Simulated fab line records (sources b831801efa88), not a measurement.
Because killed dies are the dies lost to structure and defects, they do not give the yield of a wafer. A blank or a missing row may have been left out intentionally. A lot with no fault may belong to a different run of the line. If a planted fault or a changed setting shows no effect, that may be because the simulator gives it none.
Chamber matching + flow gf180mcu + 4 sister chambers for GF_V3_CMP_04 on cmp-01
The step polishes SiO2. 15 wafers are shown with their chamber, then 7 later ones without.

WAFERS WITH THEIR CHAMBER
| wafer  | chamber | motor current A (A) | time to endpoint s (s) |
|--------|---------|---------------------|------------------------|
| L772.4 | 1       | 13.9                | 76                     |
| L772.5 | 3       | 11.4                | 85                     |
| L772.6 | 2       | 13.2                | 77                     |
| L774.2 | 3       | 11.2                | 86                     |
| L774.3 | 2       | 12.9                | 84                     |
| L774.6 | 3       | 11.3                | 87                     |
| L775.1 | 0       | 11.4                | 81                     |
| L775.3 | 2       | 13.1                | 83                     |
| L775.5 | 3       | 11.4                | 85                     |
| L776.5 | 1       | 13.4                | 81                     |
| L776.6 | 2       | 13.6                | 83                     |
| L777.2 | 3       | 11.5                | 82                     |
| L777.3 | 0       | 11.8                | 81                     |
| L777.4 | 2       | 12.9                | 87                     |
| L780.1 | 1       | 13.7                | 82                     |

SIGNATURES (averages over the wafers above)
| reading            | chamber 0 | chamber 1 | chamber 2 | chamber 3 | scatter within a chamber |
|--------------------|-----------|-----------|-----------|-----------|--------------------------|
| motor current A    | 11.600    | 13.667    | 13.140    | 11.360    | 0.232                    |
| time to endpoint s | 81.00     | 79.67     | 82.80     | 85.00     | 2.82                     |
Rule: a wafer lies at a distance from a chamber equal to the root of the sum of squares, over the readings, of (its reading less the chamber's mean, divided by the reading's scatter). If the next closest chamber is less than 2 further off than the closest, the wafer can't be placed; otherwise it belongs to the closest. How the scatter is found: for the shown wafers, subtract from each reading the mean of its chamber, square and add these, divide the total by (wafers less chambers), then take the root.

WAFERS WITHOUT THEIR CHAMBER
| wafer  | motor current A (A) | time to endpoint s (s) |
|--------|---------------------|------------------------|
| L780.4 | 12.0                | 74                     |
| L780.5 | 11.3                | 89                     |
| L782.2 | 13.1                | 92                     |
| L782.4 | 12.1                | 84                     |
| L782.5 | 13.1                | 92                     |
| L788.3 | 13.7                | 101                    |
| L788.5 | 13.5                | 77                     |

THE CHAMBER EACH PASSED THROUGH
| wafer  | from the rows above     | in truth |
|--------|-------------------------|----------|
| L780.4 | can't be placed: 0 or 3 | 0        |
| L780.5 | can't be placed: 3 or 0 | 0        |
| L782.2 | can't be placed: 2 or 1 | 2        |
| L782.4 | can't be placed: 0 or 3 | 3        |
| L782.5 | can't be placed: 2 or 1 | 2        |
| L788.3 | can't be placed: 2 or 1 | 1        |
| L788.5 | can't be placed: 1 or 2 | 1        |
Placed correctly: 0 of 7. From these rows, 7 cannot be placed; in 7 the true chamber is one of the candidates. 0 placed wrongly.
